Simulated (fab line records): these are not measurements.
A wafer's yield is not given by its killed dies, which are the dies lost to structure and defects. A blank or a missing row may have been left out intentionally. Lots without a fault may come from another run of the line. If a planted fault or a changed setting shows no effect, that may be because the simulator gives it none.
Matching of chambers :: flow gf180mcu :: 4 sister chambers for GF_V1_ETCH_16 on rie diel-04
The step etches BARC in N2/H2. 8 wafers are shown with their chamber, then 9 later ones without.

## WAFERS WITH THEIR CHAMBER
wafer: L078.2
chamber: 1
oes product au (a.u.): 0.863
h2 flow sccm (sccm): 199.9

wafer: L079.1
chamber: 1
oes product au (a.u.): 0.849
h2 flow sccm (sccm): 199.9

wafer: L083.5
chamber: 2
oes product au (a.u.): 0.851
h2 flow sccm (sccm): 201.0

wafer: L084.5
chamber: 3
oes product au (a.u.): 0.843
h2 flow sccm (sccm): 199.8

wafer: L084.6
chamber: 0
oes product au (a.u.): 0.853
h2 flow sccm (sccm): 199.0

wafer: L089.1
chamber: 3
oes product au (a.u.): 0.861
h2 flow sccm (sccm): 199.7

wafer: L089.2
chamber: 2
oes product au (a.u.): 0.855
h2 flow sccm (sccm): 199.0

wafer: L089.4
chamber: 0
oes product au (a.u.): 0.859
h2 flow sccm (sccm): 199.2

## WAFERS WHOSE CHAMBER IS MISSING
wafer: L091.1
oes product au (a.u.): 0.864
h2 flow sccm (sccm): 199.8

wafer: L091.4
oes product au (a.u.): 0.850
h2 flow sccm (sccm): 200.4

wafer: L091.6
oes product au (a.u.): 0.851
h2 flow sccm (sccm): 199.9

wafer: L096.3
oes product au (a.u.): 0.854
h2 flow sccm (sccm): 200.5

wafer: L096.4
oes product au (a.u.): 0.854
h2 flow sccm (sccm): 199.8

wafer: L096.6
oes product au (a.u.): 0.850
h2 flow sccm (sccm): 201.2

wafer: L097.2
oes product au (a.u.): 0.857
h2 flow sccm (sccm): 200.3

wafer: L097.3
oes product au (a.u.): 0.863
h2 flow sccm (sccm): 199.6

wafer: L097.4
oes product au (a.u.): 0.852
h2 flow sccm (sccm): 200.3

## EACH ONE'S CHAMBER
wafer: L091.1
from the rows above: can't be placed: 1 or 2 or 0 or 3
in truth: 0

wafer: L091.4
from the rows above: can't be placed: 2 or 3 or 1 or 0
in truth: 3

wafer: L091.6
from the rows above: can't be placed: 3 or 2 or 1 or 0
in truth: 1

wafer: L096.3
from the rows above: can't be placed: 2 or 1 or 3 or 0
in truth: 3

wafer: L096.4
from the rows above: can't be placed: 3 or 1 or 2 or 0
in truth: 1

wafer: L096.6
from the rows above: can't be placed: 2 or 1 or 3 or 0
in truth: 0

wafer: L097.2
from the rows above: can't be placed: 1 or 2 or 3 or 0
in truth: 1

wafer: L097.3
from the rows above: can't be placed: 1 or 0 or 2 or 3
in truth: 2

wafer: L097.4
from the rows above: can't be placed: 2 or 1 or 3 or 0
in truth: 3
0 of 9 placed correctly. These rows do not allow placing 9 (true chamber among the candidates in 9). Wrongly placed: 0.
How it was worked out, from the rows above alone: a wafer's distance from a chamber is the root of the sum, over the readings, of the square of ((its reading less the chamber's mean) divided by the reading's scatter). If the next closest chamber is less than 2 further off than the closest, the wafer can't be placed; otherwise it belongs to the closest. A chamber's mean is the mean of its shown wafers. The scatter: take each reading less its chamber's mean, square it, sum over the shown wafers, divide by the number of wafers less the number of chambers, and take the root.
